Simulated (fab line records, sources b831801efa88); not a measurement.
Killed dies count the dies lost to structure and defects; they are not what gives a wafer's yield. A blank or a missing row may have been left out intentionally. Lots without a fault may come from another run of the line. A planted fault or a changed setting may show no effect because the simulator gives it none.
Matching of chambers + flow sky130 + cmp-01 running SKY_FIELD_ISO_CMP_27: 4 sister chambers
The step polishes, stops on Si3N4, t overpolish 16 s, target thk 457.8 nm. 8 wafers are shown with their chamber, then 10 later ones without.

## WAFERS WITH THEIR CHAMBER
| wafer  | chamber | motor current A (A) | time to endpoint s (s) |
|--------|---------|---------------------|------------------------|
| L078.3 | 0       | 10.5                | 117                    |
| L079.1 | 0       | 10.8                | 115                    |
| L081.6 | 3       | 12.6                | 109                    |
| L087.1 | 1       | 11.3                | 106                    |
| L087.3 | 3       | 13.2                | 113                    |
| L087.4 | 2       | 12.2                | 108                    |
| L088.2 | 1       | 10.3                | 109                    |
| L088.3 | 2       | 12.1                | 112                    |

## WAFERS WITH NO CHAMBER GIVEN
| wafer  | motor current A (A) | time to endpoint s (s) |
|--------|---------------------|------------------------|
| L088.6 | 12.4                | 112                    |
| L089.1 | 13.9                | 116                    |
| L089.2 | 11.6                | 105                    |
| L089.5 | 11.3                | 107                    |
| L093.3 | 10.5                | 108                    |
| L093.5 | 12.3                | 107                    |
| L093.6 | 11.4                | 111                    |
| L095.2 | 12.1                | 107                    |
| L095.3 | 13.4                | 112                    |
| L095.4 | 9.9                 | 107                    |

## WHICH CHAMBER EACH ONE RAN IN
| wafer  | from the rows above               | in truth                   |
|--------|-----------------------------------|----------------------------|
| L088.6 | can't be placed: 2 or 3           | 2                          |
| L089.1 | can't be placed: 3 or 2           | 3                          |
| L089.2 | can't be placed: 1 or 2 or 3      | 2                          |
| L089.5 | can't be placed: 1 or 2           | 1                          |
| L093.3 | 1                                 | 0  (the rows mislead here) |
| L093.5 | can't be placed: 2 or 3           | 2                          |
| L093.6 | can't be placed: 2 or 1 or 0 or 3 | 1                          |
| L095.2 | can't be placed: 2 or 3 or 1      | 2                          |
| L095.3 | can't be placed: 3 or 2           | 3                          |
| L095.4 | 1                                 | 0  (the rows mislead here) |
Correctly placed: 0 of 10. Unplaceable from these rows: 8, with the true chamber sitting among the candidates in 8. 2 placed wrongly.
How it was worked out, from the rows above alone: a wafer's distance from a chamber is the root of the sum, over the readings, of the square of ((its reading less the chamber's mean) divided by the reading's scatter). If the next closest chamber is less than 2 further off than the closest, the wafer can't be placed; otherwise it belongs to the closest. A chamber's mean is the mean of its shown wafers. The scatter: take each reading less its chamber's mean, square it, sum over the shown wafers, divide by the number of wafers less the number of chambers, and take the root.
